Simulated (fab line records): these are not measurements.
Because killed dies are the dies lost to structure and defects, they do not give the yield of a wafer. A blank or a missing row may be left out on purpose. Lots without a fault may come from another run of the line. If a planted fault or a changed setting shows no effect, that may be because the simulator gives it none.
Chamber matching || flow sfqLine || SFQ_TRILAYER_L0_CAP_PECVD_011 on pecvd-01 has 3 sister chambers
The step deposits SiO2 from SiH4/N2O, time 13.333 s, target thk 60 nm. 6 wafers are shown with their chamber, then 7 later ones without.

== EACH WAFER AND ITS CHAMBER ==
{"wafer": "L745.6", "chamber": 2, "throttleValvePct (%)": 22.6, "heaterPowerW (W)": 104}
{"wafer": "L746.4", "chamber": 0, "throttleValvePct (%)": 26.1, "heaterPowerW (W)": 67}
{"wafer": "L747.4", "chamber": 2, "throttleValvePct (%)": 22.8, "heaterPowerW (W)": 101}
{"wafer": "L747.6", "chamber": 1, "throttleValvePct (%)": 23.5, "heaterPowerW (W)": 89}
{"wafer": "L748.2", "chamber": 0, "throttleValvePct (%)": 26.0, "heaterPowerW (W)": 75}
{"wafer": "L748.3", "chamber": 1, "throttleValvePct (%)": 23.4, "heaterPowerW (W)": 77}

== WAFERS MISSING THEIR CHAMBER ==
{"wafer": "L748.5", "throttleValvePct (%)": 23.1, "heaterPowerW (W)": 78}
{"wafer": "L749.2", "throttleValvePct (%)": 22.7, "heaterPowerW (W)": 103}
{"wafer": "L749.3", "throttleValvePct (%)": 23.3, "heaterPowerW (W)": 87}
{"wafer": "L749.4", "throttleValvePct (%)": 26.2, "heaterPowerW (W)": 70}
{"wafer": "L752.4", "throttleValvePct (%)": 26.4, "heaterPowerW (W)": 70}
{"wafer": "L752.5", "throttleValvePct (%)": 22.8, "heaterPowerW (W)": 106}
{"wafer": "L752.6", "throttleValvePct (%)": 23.3, "heaterPowerW (W)": 85}

== THE CHAMBER EACH PASSED THROUGH ==
{"wafer": "L748.5", "from the rows above": 1, "in truth": 1}
{"wafer": "L749.2", "from the rows above": 2, "in truth": 2}
{"wafer": "L749.3", "from the rows above": 1, "in truth": 1}
{"wafer": "L749.4", "from the rows above": 0, "in truth": 0}
{"wafer": "L752.4", "from the rows above": 0, "in truth": 0}
{"wafer": "L752.5", "from the rows above": 2, "in truth": 2}
{"wafer": "L752.6", "from the rows above": 1, "in truth": 1}
Correct placement for 7 of the 7. Left unplaced by these rows: 0. 0 placed wrongly.
How it was worked out, from the rows above alone: a wafer's distance from a chamber is the root of the sum, over the readings, of the square of ((its reading less the chamber's mean) divided by the reading's scatter). If the next closest chamber is less than 2 further off than the closest, the wafer can't be placed; otherwise it belongs to the closest. A chamber's mean is the mean of its shown wafers. The scatter is the square root of a quotient: the sum, over the shown wafers, of each reading's squared deviation from its chamber's mean, divided by wafers minus chambers.
